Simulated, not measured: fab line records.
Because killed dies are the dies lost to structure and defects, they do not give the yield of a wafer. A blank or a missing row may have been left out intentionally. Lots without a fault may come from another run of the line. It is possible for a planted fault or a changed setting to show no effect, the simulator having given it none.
One fault through the eyes of 2 desks + flow gf180mcu + only its own numbers are on each desk; what lay behind them is given at the end

METROLOGY DESK
What the gauges read, lot by lot, whatever tool the lot ran on: means of the sampled wafers that have a number. A lot is out of limits, marked OUT, if its mean lies more than 4 standard deviations from the usual mean; the brackets give that distance.
Columns: A = MVSD_TW at GF_MVSD_TW_MEAS_11, usual 1586; B = MVPSD_TW at GF_MVPSD_TW_MEAS_11, usual 554; C = VT_IMPLANT_4_TW at GF_VT_IMPLANT_TW_MEAS_43, usual 688; D = DUAL_GATE_OXIDATION_00_THK at GF_DUAL_GATE_THK_MEAS_03, usual 11.04 nm
| lot  | first seen here | A    | B   | C   | D     |
|------|-----------------|------|-----|-----|-------|
| L359 | day 4 11:04     | 1601 | 551 | 683 | 10.53 |
| L361 | day 4 21:45     | 1600 | 558 | 685 | 11.09 |
| L362 | day 5 03:28     | 1576 | 557 | 686 | 11.45 |
| L363 | day 5 10:01     | 1595 | 556 | 695 | 10.84 |
| L364 | day 5 16:26     | 1594 | 551 | 690 | 10.81 |
| L365 | day 5 22:10     | 1564 | 559 | 687 | 10.95 |
| L366 | day 6 03:37     | 1574 | 558 | 696 | 11.12 |
| L367 | day 6 08:21     | 1593 | 560 | 689 | 11.35 |
| L369 | day 6 19:19     | 1566 | 560 | 699 | 11.52 |
| L370 | day 7 02:57     | 1596 | 557 | 696 | 11.07 |
| L377 | day 8 17:55     | 1605 | 559 | 685 | 11.16 |
| L379 | day 9 05:28     | 1594 | 550 | 689 | 10.96 |
| L380 | day 9 12:19     | 1571 | 553 | 682 | 10.83 |
| L382 | day 10 02:22    | 1572 | 550 | 689 | 10.78 |
This desk found nothing out of limits on any of the 14 lots.

FOR THE TOOL OWNER'S DESK: implanter-04
The tool's own readings at GF_VT_IMPLANT_IMPLANT_41: means of the sampled wafers that have a number, for each lot that ran on this tool. A lot is out of limits, marked OUT, if its mean lies more than 4 standard deviations from the usual mean; the brackets give that distance.
Columns: A = beam_on_s at GF_VT_IMPLANT_IMPLANT_41, usual 9.98 s; B = faraday_current_uA at GF_VT_IMPLANT_IMPLANT_41, usual 5.72
| lot  | first seen here | A     | B    |
|------|-----------------|-------|------|
| L359 | day 7 13:01     | 10.06 | 5.68 |
| L363 | day 8 15:37     | 10.01 | 5.69 |
| L365 | day 9 04:44     | 9.97  | 5.73 |
| L366 | day 9 12:16     | 9.88  | 5.76 |
| L367 | day 9 17:46     | 10.15 | 5.62 |
| L369 | day 10 07:23    | 10.73 | 5.33 |
| L370 | day 10 14:55    | 10.56 | 5.42 |
This desk found nothing out of limits on any of the 7 lots.

PUT TOGETHER
Nothing out of limits was seen by the metrology desk.
The desk of the tool owner found nothing out of limits.

WHAT THE SIMULATOR HAD INSERTED
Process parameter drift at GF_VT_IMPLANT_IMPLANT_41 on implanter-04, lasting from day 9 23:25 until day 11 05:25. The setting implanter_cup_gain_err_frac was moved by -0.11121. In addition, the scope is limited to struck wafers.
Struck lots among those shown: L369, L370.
